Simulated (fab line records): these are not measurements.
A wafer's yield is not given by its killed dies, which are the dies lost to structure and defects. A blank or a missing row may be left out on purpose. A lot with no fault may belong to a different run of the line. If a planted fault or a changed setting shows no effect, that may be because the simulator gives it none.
Chamber matching    flow sky130    SKY_LI_CONTACT_CMP_24 on cmp-02 has 4 sister chambers
The step polishes, stops on PSG, t overpolish 20 s, target thk 0 nm. 4 wafers are shown with their chamber, then 12 later ones without.

## WAFERS WITH THEIR CHAMBER
wafer   chamber  motor current A (A)
L080.2  1        13.5
L088.1  0        10.7
L088.3  2        10.1
L088.4  3        10.5

## WAFERS WITH NO CHAMBER GIVEN
wafer   motor current A (A)
L089.2  10.5
L089.3  10.3
L089.6  14.1
L090.1  10.8
L090.2  14.0
L090.6  9.9
L091.1  10.5
L091.5  11.6
L091.6  14.5
L092.2  14.3
L092.4  10.8
L092.6  14.6

## WHICH CHAMBER EACH ONE RAN IN
wafer   from the rows above                in truth
L089.2  can't be placed: 3 or 0 or 2       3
L089.3  can't be placed: 3 or 2 or 0       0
L089.6  1                                  1
L090.1  can't be placed: 0 or 3 or 2       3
L090.2  1                                  1
L090.6  can't be placed: 2 or 3 or 0       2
L091.1  can't be placed: 3 or 0 or 2       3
L091.5  can't be placed: 0 or 3 or 2 or 1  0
L091.6  1                                  1
L092.2  1                                  1
L092.4  can't be placed: 0 or 3 or 2       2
L092.6  1                                  1
Placed correctly: 5 of 12. Not placeable from these rows: 7 (in 7, the candidates include the true chamber). Number placed wrongly: 0.
How it was worked out, from the rows above alone: a wafer's distance from a chamber is the root of the sum, over the readings, of the square of ((its reading less the chamber's mean) divided by the reading's scatter). The wafer belongs to the nearest chamber; if the next one is less than 2 further off, it can't be placed. Each chamber's mean is taken over the wafers shown for it. The scatter: root of mean squared gap, hidden wafer to nearest shown wafer, with one shown wafer a chamber.
